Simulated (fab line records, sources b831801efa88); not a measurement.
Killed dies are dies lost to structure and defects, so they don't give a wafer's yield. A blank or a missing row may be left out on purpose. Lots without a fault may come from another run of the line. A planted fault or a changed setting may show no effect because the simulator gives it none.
A struck lot beside a sound one | flow sky130 | 15 steps out of a route of 708
Sound: wafers L928.2, L928.3, L928.6. Struck: wafers L924.1, L924.3, L924.5. The cause comes at the end.
At each step with rows: each side's tool, then ch and its chambers, then its first start. Under that, the readings that differ: sound wafers | struck wafers | difference of the means | sigmas: that difference in standard deviations of wafers without a fault.
alike: readings whose means differ by less than 2 such deviations, and words and numbers that are the same on both sides. not compared: withheld readings, readings that some wafer has no value for, bounds like >300 that may hide the same value, and numbers for which the record gives no deviation and whose values overlap.
The two part at a step that has a row with sigmas, a row that says differs or no value, or rows on one side only. Numbers that don't overlap but have no deviation are shown without sigmas and don't part them. A reading that every wafer of one side lacks parts them only if that side has two wafers or more.

first, 2 steps without rows for these wafers: SKY_POLY_GATE_CLEAN_19 (cleans in SC1/SC2, time 150 s); SKY_POLY_GATE_OXIDATION_20 (stabilise 600 s, purge 300 s, target thk 4 nm).
SKY_POLY_GATE_THK_MEAS_21:
  sound on film_metro-04, day 22 19:22; struck on film_metro-04, day 21 01:43
  reading                      | sound          | struck         | difference | sigmas
  POLY_GATE_OXIDATION_THK (nm) | 3.90 3.92 3.88 | 4.01 4.13 4.12 | +0.19      | +2
SKY_POLY_GATE_CD_MEAS_22:
  sound on cd_sem-01, day 22 19:27; struck on cd_sem-02, day 21 01:49
  alike: cd_nm
then, 7 steps without rows for these wafers: SKY_LDD_N_DEHYDRATE_00 (time 60 s); SKY_LDD_N_HMDS_01 (prime time 60 s); SKY_LDD_N_COAT_02 (resist thk 300 nm); SKY_LDD_N_SOFTBAKE_03 (time 60 s); SKY_LDD_N_EXPOSE_04 (exposes mask NTM, target cd 840 nm); SKY_LDD_N_PEB_05; SKY_LDD_N_DEVELOP_06 (develop time 60 s).
SKY_LDD_N_OVL_MEAS_07:
  sound on overlay-01, day 24 01:31; struck on overlay-01, day 22 08:25
  alike: LDD_N_OVL
SKY_LDD_N_IMPLANT_08:
  sound on implanter-02 ch 0, day 24 01:34; struck on implanter-03 ch 0, day 22 08:28
  reading                          | sound                      | struck                       | difference | sigmas
  beam_on_s (s)                    | 10.3 10.1 10.4             | 12.1 12.6 12.0               | +2.0       | +5
  end_station_pressure_torr (Torr) | 5.81e-06 5.36e-06 5.16e-06 | 8.46e-05 8.515e-05 8.355e-05 | +7.90e-05  | +99 or more
  faraday_current_uA               | 412 419 405                | 345 328 344                  | -73        | -4
then, 1 step without rows for these wafers: SKY_LDD_N_IMPLANT_09.
-- the record jumps here: 27 days lie between the struck wafers' starts before and after (it left off in module LDD_N and takes up again in module PAD_OPEN, whose first step shown is number 708 of the route) --
SKY_PAD_OPEN_PROBE_99:
  sound on prober-01, day 49 22:38; struck on prober-01, day 49 01:23
  reading                     | sound           | struck            | difference | sigmas
  model.etest.tip_n.rs_ohm_sq | 445.8 443.2 442 | 435.6 431.5 431.2 | -10.9      |
  alike: killed_at_M0_to_M3, killed_at_M4_up, killed_at_contacts, killed_at_front_end, killed_at_other, killed_dies, killed_open, killed_short

WHERE THEY PART
First at SKY_POLY_GATE_THK_MEAS_21; last, within this record, at SKY_LDD_N_IMPLANT_08. Later steps at which nothing parts them and some readings are alike: SKY_PAD_OPEN_PROBE_99.

WHY: what the simulator had put in
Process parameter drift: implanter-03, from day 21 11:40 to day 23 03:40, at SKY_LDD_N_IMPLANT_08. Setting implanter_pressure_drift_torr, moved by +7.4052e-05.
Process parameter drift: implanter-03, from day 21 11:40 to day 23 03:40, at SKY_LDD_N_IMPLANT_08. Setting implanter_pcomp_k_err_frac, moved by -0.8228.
